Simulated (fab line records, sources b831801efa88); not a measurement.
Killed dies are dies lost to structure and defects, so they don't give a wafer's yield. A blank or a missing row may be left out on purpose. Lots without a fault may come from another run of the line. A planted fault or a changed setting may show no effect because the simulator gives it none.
Which tool did it? | flow gf180mcu | 12 lots, 36 wafers sampled, at 4 steps of a route of 602

WHAT THE GAUGES READ, wafer by wafer
GF_HV_LDD_CD_MEAS_19: target cd 400 nm. Usual: cd_nm 399.9 nm, standard deviation 2.3.
lot  | measured     | on        | cd_nm (nm)        | flag
L495 | day 10 13:58 | cd_sem-01 | 398.2 398.1 397.9 |
L499 | day 11 21:51 | cd_sem-02 | 402.3 402.8 400.4 |
L500 | day 12 08:44 | cd_sem-01 | 399.1 400.8 399.9 |
L501 | day 12 16:52 | cd_sem-01 | 403.9 403.1 402.5 |
L504 | day 13 12:42 | cd_sem-01 | 400.1 398.5 398.1 |
L507 | day 14 13:04 | cd_sem-02 | 398.5 397.2 399.4 |
L511 | day 15 21:02 | cd_sem-02 | 398.8 398.8 399.9 |
L514 | day 16 22:15 | cd_sem-01 | 401.4 400.5 400.4 |
L515 | day 17 04:32 | cd_sem-01 | 398.4 397.8 400.6 |
L516 | day 17 10:19 | cd_sem-01 | 400.4 398.9 398.0 |
L517 | day 17 15:01 | cd_sem-01 | 398.5 398.4 400.5 |
L518 | day 18 03:58 | cd_sem-02 | 397.7 402.3 400.0 |

GF_HV_LDD_CD_MEAS_46: target cd 400 nm. Usual: cd_nm 399.9 nm, standard deviation 2.3.
lot  | measured     | on        | cd_nm (nm)        | flag
L495 | day 12 05:01 | cd_sem-01 | 402.1 402.3 400.0 |
L499 | day 13 13:45 | cd_sem-01 | 396.4 394.4 396.8 |
L500 | day 14 02:34 | cd_sem-01 | 403.5 404.0 402.7 |
L501 | day 14 10:08 | cd_sem-01 | 400.7 401.5 399.5 |
L504 | day 15 07:37 | cd_sem-01 | 396.9 398.3 398.1 |
L507 | day 16 09:26 | cd_sem-02 | 422.3 397.5 398.7 |
L511 | day 17 19:52 | cd_sem-01 | 398.3 395.4 395.1 |
L514 | day 18 21:48 | cd_sem-01 | 397.9 401.2 398.9 |
L515 | day 19 04:10 | cd_sem-01 | 402.8 399.6 402.1 |
L516 | day 19 10:44 | cd_sem-01 | 405.2 403.3 403.7 |
L517 | day 19 14:40 | cd_sem-01 | 400.6 402.7 401.1 |
L518 | day 20 04:42 | cd_sem-01 | 397.8 398.0 397.2 |

WHICH TOOL RAN EACH LOT (tool, then ch and the chambers of the sampled wafers, then the start)
lot  | GF_HV_LDD_STRIP_37                   | GF_HV_LDD_COAT_41
L495 | plasma_asher-04 ch 0,1, day 11 10:10 | litho_track-04 ch 0, day 11 19:38
L499 | plasma_asher-01 ch 0,1, day 12 17:55 | litho_track-03 ch 0, day 13 03:49
L500 | plasma_asher-02 ch 0,1, day 13 05:49 | litho_track-04 ch 0, day 13 15:47
L501 | plasma_asher-02 ch 0,1, day 13 13:46 | litho_track-02 ch 0, day 13 23:48
L504 | plasma_asher-01 ch 0,1, day 14 10:31 | litho_track-02 ch 0, day 14 20:20
L507 | plasma_asher-02 ch 0,1, day 15 11:27 | litho_track-04 ch 0, day 15 22:17
L511 | plasma_asher-02 ch 0, day 16 20:13   | litho_track-02 ch 0, day 17 08:05
L514 | plasma_asher-01 ch 0,1, day 17 22:21 | litho_track-04 ch 0, day 18 10:00
L515 | plasma_asher-02 ch 0,1, day 18 04:43 | litho_track-03 ch 0, day 18 15:59
L516 | plasma_asher-04 ch 1, day 18 11:10   | litho_track-03 ch 0, day 18 22:25
L517 | plasma_asher-02 ch 0,1, day 18 15:30 | litho_track-04 ch 0, day 19 02:43
L518 | plasma_asher-02 ch 0,1, day 19 04:08 | litho_track-04 ch 0, day 19 16:00
- GF_HV_LDD_STRIP_37: strips in O2/N2.
- GF_HV_LDD_COAT_41: resist thk 1000 nm.

WHAT THE TOOLS THEMSELVES READ (means of the sampled wafers that have a number; where no wafer has one, the mark that the record gives instead)
GF_HV_LDD_STRIP_37. Usual: drypump_motor_current_A 5.9 A, standard deviation 0.34; heater_power_w 321 W, standard deviation 29; oes_product_au 0.716 a.u., standard deviation 0.0045; strip_time_to_endpoint_s 12.64 s, standard deviation 0.039.
lot  | tool            | drypump_motor_current_A (A) | heater_power_w (W) | oes_product_au (a.u.) | strip_time_to_endpoint_s (s) | flag
L495 | plasma_asher-04 | 5.5                         | 319                | 0.713                 | 12.66                        |
L499 | plasma_asher-01 | 5.6                         | 350                | 0.713                 | 12.67                        |
L500 | plasma_asher-02 | 6.0                         | 303                | 0.717                 | 12.61                        |
L501 | plasma_asher-02 | 6.0                         | 305                | 0.719                 | 12.67                        |
L504 | plasma_asher-01 | 5.6                         | 350                | 0.713                 | 12.67                        |
L507 | plasma_asher-02 | 5.9                         | 324                | 0.715                 | 12.69                        |
L511 | plasma_asher-02 | 6.0                         | 285                | 0.718                 | 12.66                        |
L514 | plasma_asher-01 | 5.7                         | 330                | 0.716                 | 12.68                        |
L515 | plasma_asher-02 | 6.0                         | 303                | 0.715                 | 12.63                        |
L516 | plasma_asher-04 | 6.4                         | 317                | 0.715                 | 12.60                        |
L517 | plasma_asher-02 | 6.0                         | 301                | 0.718                 | 12.67                        |
L518 | plasma_asher-02 | 6.0                         | 303                | 0.716                 | 12.63                        |

GF_HV_LDD_COAT_41. Usual: spin_speed_rpm 2999.7 rpm, standard deviation 2.1.
lot  | tool           | spin_speed_rpm (rpm) | flag
L495 | litho_track-04 | 3001.0               |
L499 | litho_track-03 | 3000.4               |
L500 | litho_track-04 | 2999.1               |
L501 | litho_track-02 | 2998.2               |
L504 | litho_track-02 | 2997.8               |
L507 | litho_track-04 | 3000.1               |
L511 | litho_track-02 | 3000.8               |
L514 | litho_track-04 | 3001.6               |
L515 | litho_track-03 | 2998.8               |
L516 | litho_track-03 | 3000.5               |
L517 | litho_track-04 | 3000.6               |
L518 | litho_track-04 | 2999.9               |

THE ANSWER, worked out from the rows above alone
Rule: a lot is off if the mean of its wafers that have a number lies more than 3 standard deviations from the usual mean. A lot without any number at a reading at which 4 lots or more have one is off too. The other lots that the step has rows for count as sound. The gauges are gone through in route order, then the tools' own readings, and for those a lot's mean is taken as printed above. The first step at which some lot is off is used, and at that step the reading that is off furthest; a lot without a number counts as furthest.
No lot is off at any reading shown: from this, nothing can be told.

WHAT THE SIMULATOR HAD PUT IN
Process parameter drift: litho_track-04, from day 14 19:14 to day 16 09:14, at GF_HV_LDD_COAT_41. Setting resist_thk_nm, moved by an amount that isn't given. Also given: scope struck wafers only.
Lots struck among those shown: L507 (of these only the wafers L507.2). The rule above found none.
